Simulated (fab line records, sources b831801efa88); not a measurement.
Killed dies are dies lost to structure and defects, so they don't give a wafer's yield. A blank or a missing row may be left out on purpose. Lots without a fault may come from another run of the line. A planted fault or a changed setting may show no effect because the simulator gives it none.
One fault seen from 2 desks | flow sky130 | each desk has only its own numbers; what lay behind them comes last

THE METROLOGY DESK
What the gauges read, lot by lot, whatever tool the lot ran on: means of the sampled wafers that have a number. A lot is out of limits, marked OUT, if its mean lies more than 4 standard deviations from the usual mean; the brackets give that distance.
Columns: A = NWELL_RS at SKY_NWELL_RS_MEAS_29, usual 624.8 ohm/sq
lot  | first seen here | A
L938 | day 5 07:06     | 625.6
L941 | day 5 21:09     | 625.0
L943 | day 7 08:27     | 625.2
L945 | day 7 13:23     | 626.8
L944 | day 7 13:43     | 624.7
L946 | day 7 18:15     | 623.4
L949 | day 8 06:04     | 624.8
L951 | day 8 19:41     | 624.4
L956 | day 9 18:11     | 624.4
L957 | day 10 08:10    | 616.9 (-5.3) OUT
L958 | day 10 15:35    | 619.3
L960 | day 10 21:08    | 625.6
L959 | day 10 21:28    | 625.2
L961 | day 11 04:13    | 623.6
This desk's finding: out of limits on L957; first on L957, day 10 08:10 (NWELL_RS at SKY_NWELL_RS_MEAS_29). In limits: L938, L941, L943, L945, L944, L946, L949, L951, L956, L958, L960, L959, L961.

THE TOOL OWNER'S DESK: implanter-02
The tool's own readings at SKY_NWELL_IMPLANT_12: means of the sampled wafers that have a number, for each lot that ran on this tool. A lot is out of limits, marked OUT, if its mean lies more than 4 standard deviations from the usual mean; the brackets give that distance.
Columns: A = dose_ions_cm2 at SKY_NWELL_IMPLANT_12, usual 1.3e+12; B = faraday_current_uA at SKY_NWELL_IMPLANT_12, usual 7.33
lot  | first seen here | A                         | B
L938 | day 4 13:48     | 1.3e+12                   | 7.40
L941 | day 5 02:39     | 1.3e+12                   | 7.24
L943 | day 6 12:29     | 1.3e+12                   | 7.36
L944 | day 6 17:15     | 1.3e+12                   | 7.28
L956 | day 8 20:28     | 1.3e+12                   | 7.44
L957 | day 9 09:09     | 1.5e+12 (+99 or more) OUT | 8.51 (+7.4) OUT
L958 | day 9 16:10     | 1.5e+12 (+99 or more) OUT | 8.35 (+6.4) OUT
This desk's finding: out of limits on L957, L958; first on L957, day 9 09:09 (dose_ions_cm2 at SKY_NWELL_IMPLANT_12). In limits: L938, L941, L943, L944, L956.

PUT TOGETHER
The tool owner's desk could have raised an alarm at day 9 09:09, on L957, L958.
The metrology desk could have raised an alarm at day 10 08:10, on L957.
The metrology desk has L958 on record, within its limits.
Of the lots named, all ran SKY_NWELL_IMPLANT_12 on implanter-02.

WHAT THE SIMULATOR HAD PUT IN
Process parameter drift: implanter-02, from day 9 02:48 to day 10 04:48, at SKY_NWELL_IMPLANT_12. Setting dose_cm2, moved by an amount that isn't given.
Lots struck among those shown: L957, L958.
Hours from the fault's start to each desk's first reading out of limits: the tool owner's desk, 6; the metrology desk, 29.
